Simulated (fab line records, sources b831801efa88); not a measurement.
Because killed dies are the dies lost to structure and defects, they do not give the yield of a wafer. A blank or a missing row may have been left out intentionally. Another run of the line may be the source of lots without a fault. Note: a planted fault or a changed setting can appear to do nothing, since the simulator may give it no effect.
One fault through the eyes of 2 desks -- flow sky130 -- numbers are kept per desk, each desk with only its own; the story behind them comes last

== AT THE METROLOGY DESK ==
Means of the sampled wafers that have a number, per lot and without regard to the tool the lot ran on: this is what the gauges read. The brackets show how far a lot's mean lies from the usual mean; more than 4 standard deviations puts the lot out of limits, marked OUT.
Columns: A = cd_nm at SKY_SONOS_TUNNEL_CD_MEAS_07, usual 410.5 nm; B = SONOS_TUNNEL_OVL at SKY_SONOS_TUNNEL_OVL_MEAS_08, usual 0.2 nm; C = SONOS_ONO_OXIDATION_THK at SKY_SONOS_ONO_THK_MEAS_01, usual 2.61 nm
lot,first seen here,A,B,C
L749,day 11 00:46,410.6,-1.2,2.61
L750,day 11 11:59,410.5,0.6,2.58
L752,day 11 23:41,410.5,-1.1,2.60
L753,day 12 10:37,411.9,1.1,2.67
L754,day 12 13:59,415.3,0.1,2.61
L755,day 13 03:00,408.8,-0.5,2.63
L756,day 13 10:37,417.8,1.0,2.60
L757,day 13 15:44,407.8,3.3,2.66
L762,day 15 08:07,408.9,-2.8,2.53
L765,day 16 14:39,410.9,-1.1,2.62
L766,day 16 20:55,411.8,1.3,2.61
L769,day 18 03:06,408.1,0.0,2.52
L771,day 18 12:56,409.5,0.5,2.66
This desk's verdict: no lot among the 13 shows anything out of limits.

== FOR THE TOOL OWNER'S DESK: litho_track-02 ==
The tool's own readings at SKY_SONOS_TUNNEL_DEVELOP_06 (develop time 60 s): means of the sampled wafers that have a number, for each lot that ran on this tool. The brackets show how far a lot's mean lies from the usual mean; more than 4 standard deviations puts the lot out of limits, marked OUT.
Columns: A = chill_plate_temp_C at SKY_SONOS_TUNNEL_DEVELOP_06, usual 23.02 C; B = developer_temp_C at SKY_SONOS_TUNNEL_DEVELOP_06, usual 23.01 C
lot,first seen here,A,B
L749,day 11 00:37,23.03,23.14
L750,day 11 11:50,22.96,23.17
L752,day 11 23:32,23.10,22.85
L754,day 12 13:50,22.90,20.63 (-24) OUT
L756,day 13 10:28,23.08,20.72 (-23) OUT
L766,day 16 20:46,22.99,22.97
Finding of this desk: L754, L756 out of limits; the first was L754 at day 12 13:50, on developer_temp_C at SKY_SONOS_TUNNEL_DEVELOP_06. Within limits: L749, L750, L752, L766.

== PUT TOGETHER ==
An alarm could have come from the tool owner's desk at day 12 13:50, on L754, L756.
At the metrology desk, nothing out of limits was observed.
The metrology desk holds a record of L754, L756, inside its limits.
Of the lots named, all ran SKY_SONOS_TUNNEL_DEVELOP_06 on litho_track-02.

== WHAT THE SIMULATOR PUT IN ==
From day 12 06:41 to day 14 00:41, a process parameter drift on litho_track-02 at SKY_SONOS_TUNNEL_DEVELOP_06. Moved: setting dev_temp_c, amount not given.
Lots struck among those shown: L754, L756.
Hours from the fault's start to each desk's first reading out of limits: the tool owner's desk, 7.
